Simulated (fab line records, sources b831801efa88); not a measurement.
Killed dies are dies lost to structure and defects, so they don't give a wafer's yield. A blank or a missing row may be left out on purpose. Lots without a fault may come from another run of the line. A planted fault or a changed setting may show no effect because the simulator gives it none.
Which tool did it? | flow sfq_line | 14 lots, 42 wafers sampled, at 4 steps of a route of 325

WHAT THE GAUGES READ, wafer by wafer
SFQ_I6_BOW_MEAS_941. Usual: I6_BOW 8 um, standard deviation 9.8.
lot  | measured     | on            | I6_BOW (um) | flag
L977 | day 71 05:09 | film_metro-02 | 2 -1 10     |
L978 | day 71 07:34 | film_metro-01 | 0 -2 -2     |
L980 | day 72 13:59 | film_metro-03 | -1 18 17    |
L981 | day 72 15:14 | film_metro-02 | 22 10 22    |
L989 | day 78 04:34 | film_metro-01 | 22 18 26    |
L990 | day 81 19:08 | film_metro-01 | 0 14 3      |
L991 | day 81 22:45 | film_metro-03 | 11 28 15    |
L993 | day 82 10:57 | film_metro-01 | 35 29 19    |
L994 | day 83 20:54 | film_metro-02 | 10 16 10    |
L995 | day 84 16:29 | film_metro-03 | -10 7 -2    |
L997 | day 85 11:32 | film_metro-02 | 18 14 20    |
L998 | day 85 22:37 | film_metro-03 | -3 10 9     |
L999 | day 86 04:43 | film_metro-01 | 24 18 12    |
L100 | day 86 13:34 | film_metro-01 | 11 2 0      |

WHICH TOOL RAN EACH LOT (tool, then ch and the chambers of the sampled wafers, then the start)
lot  | SFQ_TRILAYER_I4_METRO_MEASURE_101 | SFQ_TRILAYER_R5_ETCH_METAL_ETCH_139 | SFQ_TRILAYER_C5_LITHO_DEVELOP_153
L977 | film_metro-01, day 50 01:23       | rie_metal-02 ch 0,1, day 60 07:34   | litho_track-01 ch 0, day 68 21:24
L978 | film_metro-04, day 50 02:18       | rie_metal-04 ch 0, day 64 02:53     | litho_track-03 ch 0, day 69 10:26
L980 | film_metro-03, day 54 11:37       | rie_metal-02 ch 0,1, day 64 05:27   | litho_track-04, day 72 05:46
L981 | film_metro-01, day 55 00:01       | rie_metal-04 ch 0,1, day 64 06:38   | litho_track-03, day 72 07:01
L989 | film_metro-04, day 57 09:37       | rie_metal-01 ch 0,1, day 74 02:44   | litho_track-04 ch 0, day 77 15:56
L990 | film_metro-01, day 57 10:01       | rie_metal-01 ch 0,1, day 74 07:32   | litho_track-04 ch 0, day 77 22:41
L991 | film_metro-01, day 57 21:25       | rie_metal-02 ch 0,1, day 75 13:32   | litho_track-03 ch 0, day 78 09:29
L993 | film_metro-04, day 58 04:01       | rie_metal-04 ch 0,1, day 76 08:50   | litho_track-03 ch 0, day 78 23:06
L994 | film_metro-01, day 58 16:01       | rie_metal-04 ch 0,1, day 76 19:38   | litho_track-01 ch 0, day 80 09:38
L995 | film_metro-04, day 60 15:16       | rie_metal-04 ch 0,1, day 77 07:38   | litho_track-04 ch 0, day 81 00:16
L997 | film_metro-04, day 61 07:28       | rie_metal-01 ch 1, day 78 12:38     | litho_track-03 ch 0, day 85 03:52
L998 | film_metro-03, day 61 19:04       | rie_metal-04 ch 0,1, day 79 06:46   | litho_track-03 ch 0, day 85 14:49
L999 | film_metro-04, day 62 03:16       | rie_metal-01 ch 0,1, day 79 16:29   | litho_track-01 ch 0, day 85 20:55
L100 | film_metro-04, day 62 08:11       | rie_metal-01 ch 0,1, day 79 18:53   | litho_track-04 ch 0, day 86 05:19
- SFQ_TRILAYER_I4_METRO_MEASURE_101
- SFQ_TRILAYER_R5_ETCH_METAL_ETCH_139: etches the open film in Cl2, stops on SiO2, target depth 60 nm, time 40 s.
- SFQ_TRILAYER_C5_LITHO_DEVELOP_153: time 60 s.

WHAT THE TOOLS THEMSELVES READ (means of the sampled wafers that have a number; where no wafer has one, the mark that the record gives instead)
SFQ_TRILAYER_I4_METRO_MEASURE_101. Usual: thk_nm 200.0 nm, standard deviation 1.3.
lot  | tool          | thk_nm (nm) | flag
L977 | film_metro-01 | 198.9       |
L978 | film_metro-04 | 199.6       |
L980 | film_metro-03 | 200.1       |
L981 | film_metro-01 | 200.0       |
L989 | film_metro-04 | 200.8       |
L990 | film_metro-01 | 200.9       |
L991 | film_metro-01 | 200.8       |
L993 | film_metro-04 | 198.5       |
L994 | film_metro-01 | 200.7       |
L995 | film_metro-04 | 201.5       |
L997 | film_metro-04 | 198.1       |
L998 | film_metro-03 | 199.8       |
L999 | film_metro-04 | 199.2       |
L100 | film_metro-04 | 199.4       |

SFQ_TRILAYER_R5_ETCH_METAL_ETCH_139. Usual: drypump_motor_current_A 5.7 A, standard deviation 0.37; oes_product_au 0.990 a.u., standard deviation 0.0064.
lot  | tool         | drypump_motor_current_A (A) | oes_product_au (a.u.) | flag
L977 | rie_metal-02 | 5.2                         | 0.987                 |
L978 | rie_metal-04 | 5.8                         | 0.999                 |
L980 | rie_metal-02 | 5.3                         | 0.986                 |
L981 | rie_metal-04 | 5.9                         | 0.990                 |
L989 | rie_metal-01 | 6.1                         | 0.992                 |
L990 | rie_metal-01 | 6.0                         | 0.988                 |
L991 | rie_metal-02 | 5.2                         | 0.984                 |
L993 | rie_metal-04 | 5.9                         | 1.000                 |
L994 | rie_metal-04 | 5.9                         | 0.998                 |
L995 | rie_metal-04 | 5.9                         | 0.993                 |
L997 | rie_metal-01 | 6.0                         | 0.997                 |
L998 | rie_metal-04 | 5.9                         | 0.986                 |
L999 | rie_metal-01 | 6.1                         | 0.992                 |
L100 | rie_metal-01 | 6.0                         | 0.992                 |

SFQ_TRILAYER_C5_LITHO_DEVELOP_153. Usual: chill_plate_temp_C 23.03 C, standard deviation 0.12; exhaust_pa 44.9 Pa, standard deviation 0.86.
lot  | tool           | chill_plate_temp_C (C) | exhaust_pa (Pa) | flag
L977 | litho_track-01 | 22.95                  | 44.1            |
L978 | litho_track-03 | 22.91                  | 45.1            |
L980 | litho_track-04 | -                      | -               | OFF
L981 | litho_track-03 | -                      | -               | OFF
L989 | litho_track-04 | 23.19                  | 45.2            |
L990 | litho_track-04 | 22.99                  | 44.4            |
L991 | litho_track-03 | 23.01                  | 44.8            |
L993 | litho_track-03 | 23.18                  | 44.8            |
L994 | litho_track-01 | 23.17                  | 45.2            |
L995 | litho_track-04 | 22.89                  | 45.6            |
L997 | litho_track-03 | 23.15                  | 43.6            |
L998 | litho_track-03 | 23.04                  | 45.7            |
L999 | litho_track-01 | 23.08                  | 45.1            |
L100 | litho_track-04 | 22.98                  | 45.2            |

THE ANSWER, worked out from the rows above alone
Rule: a lot is off if the mean of its wafers that have a number lies more than 3 standard deviations from the usual mean. A lot without any number at a reading at which 4 lots or more have one is off too. The other lots that the step has rows for count as sound. The gauges are gone through in route order, then the tools' own readings, and for those a lot's mean is taken as printed above. The first step at which some lot is off is used, and at that step the reading that is off furthest; a lot without a number counts as furthest.
Off: L980, L981, at SFQ_TRILAYER_C5_LITHO_DEVELOP_153 (chill_plate_temp_C). Without a number there: L980, L981.
A tool fits if, at that step or a process step before it, it ran every lot that is off, and no sound lot after the first of them. None of those tried fits.

WHAT THE SIMULATOR HAD PUT IN
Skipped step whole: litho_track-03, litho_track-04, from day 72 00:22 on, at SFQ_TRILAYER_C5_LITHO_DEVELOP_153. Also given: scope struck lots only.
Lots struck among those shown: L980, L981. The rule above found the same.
